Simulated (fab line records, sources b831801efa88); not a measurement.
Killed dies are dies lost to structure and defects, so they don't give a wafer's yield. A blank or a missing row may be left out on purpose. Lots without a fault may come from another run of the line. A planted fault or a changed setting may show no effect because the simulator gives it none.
Chamber matching | flow gf180mcu | GF_V1_CMP_26 on cmp-02: 4 sister chambers
The step polishes, stops on SiO2, t overpolish 15 s, target thk 0 nm. 54 wafers are shown with their chamber, then 12 later ones without.

WAFERS WITH THEIR CHAMBER
wafer  | chamber | motor_current_A (A) | time_to_endpoint_s (s) | overpolish_run_s (s)
L079.4 | 0       | 12.8                | 88                     | 14.997
L079.5 | 0       | 12.2                | 86                     | 14.993
L079.6 | 3       | 11.0                | 88                     | 14.994
L080.1 | 2       | 14.3                | 81                     | 14.993
L080.5 | 1       | 9.6                 | 82                     | 15.000
L080.6 | 0       | 12.6                | 85                     | 15.007
L082.2 | 2       | 14.7                | 84                     | 15.018
L082.3 | 1       | 9.1                 | 86                     | 14.993
L082.4 | 3       | 10.9                | 82                     | 15.021
L084.2 | 2       | 13.3                | 78                     | 15.006
L084.4 | 1       | 9.7                 | 82                     | 14.997
L084.5 | 1       | 9.8                 | 82                     | 15.017
L085.1 | 3       | 11.0                | 86                     | 14.994
L085.3 | 2       | 13.8                | 77                     | 15.016
L085.4 | 0       | 12.1                | 82                     | 14.994
L086.1 | 0       | 11.9                | 84                     | 14.991
L086.4 | 2       | 13.5                | 82                     | 14.994
L086.6 | 2       | 13.3                | 83                     | 15.005
L086.2 | 1       | 9.8                 | 87                     | 14.991
L086.3 | 3       | 11.0                | 85                     | 14.985
L086.5 | 3       | 10.9                | 84                     | 15.016
L087.1 | 3       | 10.7                | 85                     | 15.003
L087.3 | 0       | 11.8                | 87                     | 14.996
L087.6 | 2       | 13.7                | 84                     | 15.023
L088.1 | 3       | 9.9                 | 83                     | 14.992
L088.2 | 0       | 12.5                | 83                     | 15.012
L088.4 | 1       | 9.5                 | 89                     | 15.015
L089.4 | 0       | 11.4                | 84                     | 14.983
L089.5 | 2       | 13.7                | 78                     | 14.992
L089.6 | 1       | 9.4                 | 85                     | 14.989
L090.2 | 0       | 11.9                | 81                     | 14.996
L090.3 | 1       | 10.4                | 82                     | 14.996
L090.5 | 2       | 14.3                | 72                     | 15.020
L091.1 | 2       | 13.8                | 78                     | 14.997
L091.2 | 3       | 11.0                | 89                     | 14.989
L091.3 | 0       | 11.8                | 83                     | 14.989
L091.4 | 1       | 9.6                 | 82                     | 15.008
L091.5 | 0       | 11.9                | 80                     | 15.007
L091.6 | 1       | 9.4                 | 86                     | 14.988
L092.1 | 0       | 12.6                | 82                     | 15.002
L092.3 | 3       | 10.8                | 84                     | 14.998
L092.4 | 1       | 9.6                 | 82                     | 14.999
L093.1 | 1       | 9.6                 | 78                     | 15.006
L093.2 | 2       | 14.2                | 80                     | 15.005
L093.4 | 0       | 12.1                | 83                     | 15.000
L093.3 | 3       | 10.8                | 77                     | 14.991
L093.5 | 0       | 11.1                | 81                     | 14.991
L093.6 | 1       | 10.2                | 78                     | 15.005
L094.1 | 2       | 13.4                | 83                     | 14.988
L094.2 | 3       | 10.8                | 78                     | 14.999
L094.4 | 1       | 10.2                | 88                     | 14.988
L094.3 | 0       | 12.5                | 77                     | 15.001
L094.5 | 2       | 13.3                | 82                     | 14.985
L094.6 | 1       | 9.8                 | 80                     | 15.002

SIGNATURES (means of the wafers above)
reading            | chamber 0 | chamber 1 | chamber 2 | chamber 3 | scatter within a chamber
motor_current_A    | 12.080    | 9.713     | 13.792    | 10.800    | 0.406
time_to_endpoint_s | 83.07     | 83.27     | 80.15     | 83.73     | 3.33
overpolish_run_s   | 14.99727  | 14.99960  | 15.00323  | 14.99836  | 0.0103
Rule: a wafer's distance from a chamber is the root of the sum, over the readings, of the square of ((its reading less the chamber's mean) divided by the reading's scatter). The wafer belongs to the nearest chamber; if the next one is less than 2 further off, it can't be placed. The scatter: the root of (the sum of the squares of (reading less its chamber's mean) over the shown wafers, divided by (wafers less chambers)).

WAFERS WITHOUT THEIR CHAMBER
wafer  | motor_current_A (A) | time_to_endpoint_s (s) | overpolish_run_s (s)
L095.4 | 10.2                | 81                     | 15.015
L095.5 | 9.9                 | 83                     | 14.992
L095.6 | 12.7                | 80                     | 15.005
L095.1 | 14.0                | 80                     | 14.997
L095.2 | 11.0                | 82                     | 14.997
L095.3 | 11.6                | 84                     | 14.994
L096.2 | 9.0                 | 81                     | 15.007
L096.4 | 13.0                | 84                     | 14.992
L096.6 | 12.7                | 87                     | 15.007
L097.2 | 10.3                | 80                     | 14.985
L097.4 | 12.3                | 82                     | 14.998
L097.5 | 14.7                | 78                     | 14.997

WHICH CHAMBER EACH WENT THROUGH
wafer  | from the rows above     | in truth
L095.4 | can't be placed: 1 or 3 | 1
L095.5 | can't be placed: 1 or 3 | 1
L095.6 | can't be placed: 0 or 2 | 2
L095.1 | 2                       | 2
L095.2 | can't be placed: 3 or 0 | 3
L095.3 | can't be placed: 0 or 3 | 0
L096.2 | 1                       | 1
L096.4 | can't be placed: 0 or 2 | 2
L096.6 | can't be placed: 0 or 2 | 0
L097.2 | can't be placed: 3 or 1 | 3
L097.4 | 0                       | 0
L097.5 | 2                       | 2
Placed correctly: 4 of 12. Can't be placed from these rows: 8 (the true chamber is among the candidates in 8). Placed wrongly: 0.
